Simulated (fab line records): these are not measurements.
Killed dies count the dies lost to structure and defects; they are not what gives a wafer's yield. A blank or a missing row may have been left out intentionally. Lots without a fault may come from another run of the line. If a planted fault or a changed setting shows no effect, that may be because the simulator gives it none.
Matching of chambers -- flow gf180mcu -- GF_PASSIVATION_CVD_02 on pecvd-02: 3 sister chambers
The step deposits Si3N4, target thk 700 nm, time 486.18 s. 6 wafers are shown with their chamber, then 7 later ones without.

== EACH WAFER AND ITS CHAMBER ==
wafer,chamber,heater_power_w (W)
L258.6,0,678
L263.1,0,624
L264.5,2,730
L264.6,1,655
L266.1,2,731
L266.4,1,797

== WAFERS MISSING THEIR CHAMBER ==
wafer,heater_power_w (W)
L266.5,659
L272.2,733
L272.3,782
L272.4,801
L279.1,689
L279.2,758
L279.6,651

== WHICH CHAMBER EACH ONE RAN IN ==
wafer,from the rows above,in truth
L266.5,can't be placed: 0 or 1 or 2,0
L272.2,can't be placed: 2 or 1 or 0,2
L272.3,can't be placed: 2 or 1 or 0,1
L272.4,can't be placed: 2 or 1 or 0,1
L279.1,can't be placed: 1 or 0 or 2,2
L279.2,can't be placed: 2 or 1 or 0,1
L279.6,can't be placed: 0 or 1 or 2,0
Placed correctly: 0 of 7. Not placeable from these rows: 7 (in 7, the candidates include the true chamber). Number placed wrongly: 0.
How it was worked out, from the rows above alone: a wafer's distance from a chamber is the root of the sum, over the readings, of the square of ((its reading less the chamber's mean) divided by the reading's scatter). The wafer belongs to the nearest chamber; if the next one is less than 2 further off, it can't be placed. A chamber's mean is the mean of its shown wafers. The scatter is the square root of a quotient: the sum, over the shown wafers, of each reading's squared deviation from its chamber's mean, divided by wafers minus chambers.
